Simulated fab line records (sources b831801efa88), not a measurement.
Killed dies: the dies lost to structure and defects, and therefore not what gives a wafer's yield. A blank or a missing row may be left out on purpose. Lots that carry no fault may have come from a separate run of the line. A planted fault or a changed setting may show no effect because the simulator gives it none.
Matching of chambers / flow gf180mcu / 3 sister chambers for GF_V4_CVD_00 on hdpcvd-01
The step deposits SiO2, target thk 600 nm, time 100 s. 3 wafers are shown with their chamber, then 10 later ones without.

== WAFERS, EACH WITH ITS CHAMBER ==
wafer=L362.4; chamber=2; susceptor-temp-C (C)=399.46
wafer=L363.1; chamber=0; susceptor-temp-C (C)=399.76
wafer=L363.2; chamber=1; susceptor-temp-C (C)=400.09

== WAFERS MISSING THEIR CHAMBER ==
wafer=L363.4; susceptor-temp-C (C)=399.90
wafer=L365.1; susceptor-temp-C (C)=399.81
wafer=L365.4; susceptor-temp-C (C)=399.99
wafer=L365.5; susceptor-temp-C (C)=400.13
wafer=L367.2; susceptor-temp-C (C)=400.12
wafer=L367.4; susceptor-temp-C (C)=399.96
wafer=L367.5; susceptor-temp-C (C)=399.67
wafer=L369.1; susceptor-temp-C (C)=400.51
wafer=L369.3; susceptor-temp-C (C)=399.87
wafer=L369.4; susceptor-temp-C (C)=399.99

== CHAMBER TAKEN BY EACH ==
wafer=L363.4; from the rows above=can't be placed: 0 or 1 or 2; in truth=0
wafer=L365.1; from the rows above=can't be placed: 0 or 1 or 2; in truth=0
wafer=L365.4; from the rows above=can't be placed: 1 or 0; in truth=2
wafer=L365.5; from the rows above=1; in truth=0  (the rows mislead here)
wafer=L367.2; from the rows above=1; in truth=1
wafer=L367.4; from the rows above=can't be placed: 1 or 0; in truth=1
wafer=L367.5; from the rows above=can't be placed: 0 or 2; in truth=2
wafer=L369.1; from the rows above=1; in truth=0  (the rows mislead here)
wafer=L369.3; from the rows above=can't be placed: 0 or 1 or 2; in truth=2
wafer=L369.4; from the rows above=can't be placed: 1 or 0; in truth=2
Correct placement for 1 of the 10. These rows do not allow placing 7 (true chamber among the candidates in 5). 2 placed wrongly.
How it was worked out, from the rows above alone: a wafer's distance from a chamber is the root of the sum, over the readings, of the square of ((its reading less the chamber's mean) divided by the reading's scatter). The wafer belongs to the nearest chamber; if the next one is less than 2 further off, it can't be placed. The mean given for a chamber averages the wafers shown for that chamber. The scatter: root of mean squared gap, hidden wafer to nearest shown wafer, with one shown wafer a chamber.
